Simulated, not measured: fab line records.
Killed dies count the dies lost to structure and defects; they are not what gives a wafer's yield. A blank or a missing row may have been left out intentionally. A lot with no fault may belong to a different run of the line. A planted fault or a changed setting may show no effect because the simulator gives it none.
Comparing a struck lot with a sound one | flow sky130 | 43 out of 708 route steps
Sound: wafers L905.1, L905.3, L905.6. Struck: wafer L915.6 (left out: L915.1, L915.3 of the same lot, which were not struck); the cause appears at the end.
At each step with rows: each side's tool, then ch and its chambers, then its first start. Under that, the readings that differ: sound wafers | struck wafers | difference of the means | sigmas: that difference in standard deviations of wafers without a fault.
alike: readings with means less than 2 such deviations apart, plus words and numbers identical on both sides. not compared: withheld readings, readings lacking a value on some wafer, bounds such as >300 that could conceal the same value, and numbers that have no deviation in the record and whose values overlap.
A row with sigmas, a row that says differs or no value, or rows on one side alone: a step with any of these is where the two part. Numbers that have no deviation but don't overlap get no sigmas and don't part them. A reading that every wafer of one side lacks parts them only if that side has two wafers or more.

SKY_VT_ADJUST_HVTP_OVL_MEAS_08:
  sound on overlay-02, day 6 19:22; struck on overlay-02, day 9 04:14
  reading                 | sound       | struck | difference | sigmas
  VT_ADJUST_HVTP_OVL (nm) | 4.7 2.4 6.0 | 0.4    | -4.0       | -2
then, 1 step without rows for these wafers: SKY_VT_ADJUST_HVTP_IMPLANT_09.
SKY_VT_ADJUST_HVTP_STRIP_10: strips in O2/N2.
  sound on plasma_asher-02 ch 0,1, day 6 19:34; struck on plasma_asher-02 ch 1, day 9 04:25
  alike: drypump_motor_current_A, oes_product_au, strip_time_to_endpoint_s
  not compared: rf_hours_counter_h
SKY_VT_ADJUST_HVTP_TW_MEAS_11:
  sound on film_metro-01, day 6 19:40; struck on film_metro-03, day 9 04:31
  alike: VT_ADJUST_HVTP_TW
then, 7 steps without rows for these wafers: SKY_VT_ADJUST_LVTN_DEHYDRATE_00 (time 60 s); SKY_VT_ADJUST_LVTN_HMDS_01 (prime time 60 s); SKY_VT_ADJUST_LVTN_COAT_02 (resist thk 3000 nm); SKY_VT_ADJUST_LVTN_SOFTBAKE_03; SKY_VT_ADJUST_LVTN_EXPOSE_04 (exposes mask NWM COMPLEMENT LESS NATIVE, target cd 840 nm); SKY_VT_ADJUST_LVTN_PEB_05; SKY_VT_ADJUST_LVTN_DEVELOP_06 (develop time 60 s).
SKY_VT_ADJUST_LVTN_OVL_MEAS_07:
  sound on overlay-02, day 7 14:38; struck on overlay-01, day 10 01:49
  alike: VT_ADJUST_LVTN_OVL
SKY_VT_ADJUST_LVTN_IMPLANT_08:
  sound on implanter-04 ch 0, day 7 14:41; struck on implanter-04 ch 0, day 10 01:50
SKY_VT_ADJUST_LVTN_STRIP_09: strips in O2/N2.
  sound on plasma_asher-03 ch 1, day 7 14:50; struck on plasma_asher-03 ch 1, day 10 01:59
  alike: drypump_motor_current_A, oes_product_au, strip_time_to_endpoint_s
  not compared: rf_hours_counter_h
SKY_VT_ADJUST_LVTN_TW_MEAS_10:
  sound on film_metro-03, day 7 14:56; struck on film_metro-02, day 10 02:05
  reading           | sound             | struck | difference | sigmas
  VT_ADJUST_LVTN_TW | 242.1 241.2 241.9 | 234.6  | -7.1       | -3
then, 7 steps without rows for these wafers: SKY_VT_ADJUST_LVTN_DEHYDRATE_11 (time 60 s); SKY_VT_ADJUST_LVTN_HMDS_12 (prime time 60 s); SKY_VT_ADJUST_LVTN_COAT_13 (resist thk 1140 nm); SKY_VT_ADJUST_LVTN_SOFTBAKE_14 (time 60 s); SKY_VT_ADJUST_LVTN_EXPOSE_15 (exposes mask HVN STD DERIVED, target cd 600 nm); SKY_VT_ADJUST_LVTN_PEB_16; SKY_VT_ADJUST_LVTN_DEVELOP_17 (develop time 60 s).
SKY_VT_ADJUST_LVTN_OVL_MEAS_18:
  sound on overlay-01, day 8 11:04; struck on overlay-01, day 11 00:04
  alike: VT_ADJUST_LVTN_01_OVL
then, 1 step without rows for these wafers: SKY_VT_ADJUST_LVTN_IMPLANT_19.
SKY_VT_ADJUST_LVTN_STRIP_20: strips in O2/N2.
  sound on plasma_asher-04 ch 1, day 8 11:14; struck on plasma_asher-04 ch 0, day 11 00:14
  alike: drypump_motor_current_A, oes_product_au, strip_time_to_endpoint_s
  not compared: rf_hours_counter_h
SKY_VT_ADJUST_LVTN_TW_MEAS_21:
  sound on film_metro-02, day 8 11:20; struck on film_metro-02, day 11 00:20
  alike: VT_ADJUST_LVTN_2_TW
then, 7 steps without rows for these wafers: SKY_VT_ADJUST_NCORE_DEHYDRATE_00 (time 60 s); SKY_VT_ADJUST_NCORE_HMDS_01 (prime time 60 s); SKY_VT_ADJUST_NCORE_COAT_02 (resist thk 1140 nm); SKY_VT_ADJUST_NCORE_SOFTBAKE_03 (time 60 s); SKY_VT_ADJUST_NCORE_EXPOSE_04 (exposes mask LVTN COMPLEMENT THIN, target cd 380 nm); SKY_VT_ADJUST_NCORE_PEB_05; SKY_VT_ADJUST_NCORE_DEVELOP_06 (develop time 60 s).
SKY_VT_ADJUST_NCORE_CD_MEAS_07: target cd 380 nm.
  sound on cd_sem-01, day 9 09:28; struck on cd_sem-02, day 11 23:58
  reading    | sound             | struck | difference | sigmas
  cd_nm (nm) | 382.6 380.4 379.3 | 387.2  | +6.4       | +2
SKY_VT_ADJUST_NCORE_OVL_MEAS_08:
  sound on overlay-02, day 9 09:35; struck on overlay-01, day 12 00:05
  alike: VT_ADJUST_NCORE_OVL
then, 1 step without rows for these wafers: SKY_VT_ADJUST_NCORE_IMPLANT_09.
SKY_VT_ADJUST_NCORE_STRIP_10: strips in O2/N2.
  sound on plasma_asher-01 ch 1, day 9 09:46; struck on plasma_asher-02 ch 1, day 12 00:16
  reading               | sound             | struck | difference | sigmas
  oes_product_au (a.u.) | 0.712 0.716 0.708 | 0.721  | +0.009     | +2
  alike: drypump_motor_current_A, strip_time_to_endpoint_s
  not compared: rf_hours_counter_h
SKY_VT_ADJUST_NCORE_TW_MEAS_11:
  sound on film_metro-02, day 9 09:52; struck on film_metro-01, day 12 00:22
  alike: VT_ADJUST_NCORE_TW
then, 3 steps without rows for these wafers: SKY_VT_ADJUST_HVTR_DEHYDRATE_00 (time 60 s); SKY_VT_ADJUST_HVTR_HMDS_01 (prime time 60 s); SKY_VT_ADJUST_HVTR_COAT_02 (resist thk 1140 nm).
SKY_VT_ADJUST_HVTR_SOFTBAKE_03: time 61.54 s.
  sound on litho_track-01 ch 0, day 9 20:03; struck on litho_track-02 ch 0, day 12 12:05
  alike: plate_sensor_t_centre_C, plate_sensor_t_edge_C
-- here the record skips 37 days between the struck wafers' starts before and after, leaving off in module VT_ADJUST_HVTR and picking up in module PAD_OPEN (first step shown: number 708 of the route) --
SKY_PAD_OPEN_PROBE_99:
  sound on prober-01, day 46 14:43; struck on prober-02, day 49 04:37
  reading                                   | sound                | struck | difference | sigmas
  killed_at_M0_to_M3                        | 46 58 32             | 32     | -13        | -2
  model.etest.nfet_01v8_lvt.body_rise_v (V) | 0.1442 0.1468 0.1485 | 0.1364 | -0.0101    |
  alike: killed_at_M4_up, killed_at_contacts, killed_at_front_end, killed_at_other, killed_dies, killed_on_rim, killed_open, killed_short

== WHERE THEY PART ==
At SKY_VT_ADJUST_HVTP_OVL_MEAS_08 first; at SKY_PAD_OPEN_PROBE_99 last (within this record only).

WHY: whatever the simulator had introduced
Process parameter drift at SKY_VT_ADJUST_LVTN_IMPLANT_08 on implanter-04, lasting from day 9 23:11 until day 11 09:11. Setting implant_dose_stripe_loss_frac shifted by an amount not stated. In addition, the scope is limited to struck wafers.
